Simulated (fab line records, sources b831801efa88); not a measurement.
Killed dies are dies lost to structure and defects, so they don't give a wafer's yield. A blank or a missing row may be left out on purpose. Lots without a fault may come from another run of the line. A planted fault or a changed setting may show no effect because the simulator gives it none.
A struck lot beside a sound one | flow sky130 | 30 steps out of a route of 708
Sound: wafers L736.1, L736.2, L736.3. Struck: wafers L742.4, L742.5, L742.6. The cause comes at the end.
At each step with rows: each side's tool, then ch and its chambers, then its first start. Under that, the readings that differ: sound wafers | struck wafers | difference of the means | sigmas: that difference in standard deviations of wafers without a fault.
alike: readings whose means differ by less than 2 such deviations, and words and numbers that are the same on both sides. not compared: withheld readings, readings that some wafer has no value for, bounds like >300 that may hide the same value, and numbers for which the record gives no deviation and whose values overlap.
The two part at a step that has a row with sigmas, a row that says differs or no value, or rows on one side only. Numbers that don't overlap but have no deviation are shown without sigmas and don't part them. A reading that every wafer of one side lacks parts them only if that side has two wafers or more.

SKY_PWDE_STRIP_09: strips in O2/N2.
  sound on plasma_asher-02 ch 0,1, day 4 12:54; struck on plasma_asher-03 ch 0,1, day 5 23:50
  alike: drypump_motor_current_A, n2_flow_sccm, oes_product_au, strip_time_to_endpoint_s
  not compared: rf_hours_counter_h
SKY_PWDE_TW_MEAS_10:
  sound on film_metro-04, day 4 13:00; struck on film_metro-04, day 5 23:56
  alike: PWDE_TW
then, 7 steps without rows for these wafers: SKY_NWELL_DEHYDRATE_03 (time 60 s); SKY_NWELL_HMDS_04 (prime time 60 s); SKY_NWELL_COAT_05 (resist thk 2947 nm); SKY_NWELL_SOFTBAKE_06; SKY_NWELL_EXPOSE_07 (exposes mask NWM, target cd 840 nm); SKY_NWELL_PEB_08; SKY_NWELL_DEVELOP_09 (develop time 60 s).
SKY_NWELL_OVL_MEAS_10:
  sound on overlay-01, day 5 06:25; struck on overlay-02, day 6 19:05
  alike: NWELL_00_OVL
then, 2 steps without rows for these wafers: SKY_NWELL_IMPLANT_11; SKY_NWELL_IMPLANT_12.
SKY_NWELL_IMPLANT_13:
  sound on implanter-03 ch 0, day 5 06:46; struck on implanter-03 ch 0, day 6 19:29
  reading            | sound                     | struck                      | difference | sigmas
  dose_ions_cm2      | 6.994e+11 7e+11 6.997e+11 | 9.989e+11 9.99e+11 9.99e+11 | +2.993e+11 | +99 or more
  faraday_current_uA | 4.04 3.93 4.02            | 5.68 5.47 5.64              | +1.60      | +20
SKY_NWELL_STRIP_14: strips in O2/N2.
  sound on plasma_asher-03 ch 0,1, day 5 06:55; struck on plasma_asher-03 ch 0,1, day 6 19:35
  alike: drypump_motor_current_A, n2_flow_sccm, oes_product_au, strip_time_to_endpoint_s
  not compared: rf_hours_counter_h
SKY_NWELL_TW_MEAS_15:
  sound on film_metro-03, day 5 07:01; struck on film_metro-04, day 6 19:41
  alike: NWELL_TW
then, 7 steps without rows for these wafers: SKY_NWELL_DEHYDRATE_16 (time 60 s); SKY_NWELL_HMDS_17 (prime time 60 s); SKY_NWELL_COAT_18 (resist thk 3000 nm); SKY_NWELL_SOFTBAKE_19; SKY_NWELL_EXPOSE_20 (exposes mask NWM COMPLEMENT, target cd 840 nm); SKY_NWELL_PEB_21; SKY_NWELL_DEVELOP_22 (develop time 60 s).
SKY_NWELL_OVL_MEAS_23:
  sound on overlay-01, day 6 01:07; struck on overlay-01, day 7 15:05
  alike: NWELL_01_OVL
then, 1 step without rows for these wafers: SKY_NWELL_IMPLANT_24.
SKY_NWELL_STRIP_25: strips in O2/N2.
  sound on plasma_asher-04 ch 0,1, day 6 01:18; struck on plasma_asher-01 ch 0,1, day 7 15:17
  alike: drypump_motor_current_A, n2_flow_sccm, oes_product_au, strip_time_to_endpoint_s
  not compared: rf_hours_counter_h
SKY_NWELL_TW_MEAS_26:
  sound on film_metro-04, day 6 01:24; struck on film_metro-03, day 7 15:23
  reading    | sound       | struck      | difference | sigmas
  NWELL_2_TW | 491 493 490 | 482 484 484 | -8         | -3
then, 1 step without rows for these wafers: SKY_NWELL_CLEAN_27 (cleans in SC1/SC2, time 150 s).
SKY_NWELL_RTA_28: time 30 s.
  sound on rtp_anneal-01 ch 0, day 6 01:31; struck on rtp_anneal-02 ch 0, day 7 15:31
  alike: lamp_power_pct, ramp_down_c_per_s, ramp_up_c_per_s, wafer_temp_C_max
SKY_NWELL_RS_MEAS_29: measures by four-point-probe.
  sound on film_metro-03, day 6 01:37; struck on film_metro-04, day 7 15:38
  reading           | sound             | struck            | difference | sigmas
  NWELL_RS (ohm/sq) | 624.9 626.6 625.4 | 617.0 613.8 616.5 | -9.9       | -6
-- the record jumps here: 41 days lie between the struck wafers' starts before and after (it left off in module NWELL and takes up again in module PAD_OPEN, whose first step shown is number 708 of the route) --
SKY_PAD_OPEN_PROBE_99:
  sound on prober-02, day 46 10:44; struck on prober-01, day 48 06:21
  reading                                   | sound                   | struck                  | difference | sigmas
  model.etest.pfet_g5v0d10v5.r_on_ohm_um    | 4770 4733 4772          | 4891 4842 4898          | +119       |
  model.etest.tip_p_5v.rs_ohm_sq            | 2819 2824 2805          | 2897 2918 2910          | +92        |
  model.etest.pfet_g5v0d10v5.drive_ua_um    | 344.7 346.6 343.4       | 328.5 334.9 327.9       | -14.5      |
  model.etest.pfet_01v8_lvt.drive_ua_um     | 173.1 171.2 172.6       | 161.9 162 160           | -11.0      |
  model.etest.pfet_01v8_lvt.off_log10_a_um  | -8.982 -8.908 -8.879    | -10.22 -10.29 -10.37    | -1.37      |
  model.etest.pfet_g5v0d10v5.off_log10_a_um | -12.1 -11.99 -12.2      | -13.53 -13.61 -13.56    | -1.47      |
  model.etest.pfet_g5v0d10v5.vt_sat_v (V)   | -0.6005 -0.5872 -0.6056 | -0.7733 -0.7626 -0.7784 | -0.1737    |
  alike: killed_at_M0_to_M3, killed_at_M4_up, killed_at_contacts, killed_at_front_end, killed_at_other, killed_dies, killed_open, killed_short
  not compared: model.etest.ring_5v.delay_ps

WHERE THEY PART
First at SKY_NWELL_IMPLANT_13; last, within this record, at SKY_NWELL_RS_MEAS_29. Later steps at which nothing parts them and some readings are alike: SKY_PAD_OPEN_PROBE_99.

WHY: what the simulator had put in
Process parameter drift: implanter-03, from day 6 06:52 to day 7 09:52, at SKY_NWELL_IMPLANT_13. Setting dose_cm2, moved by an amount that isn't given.
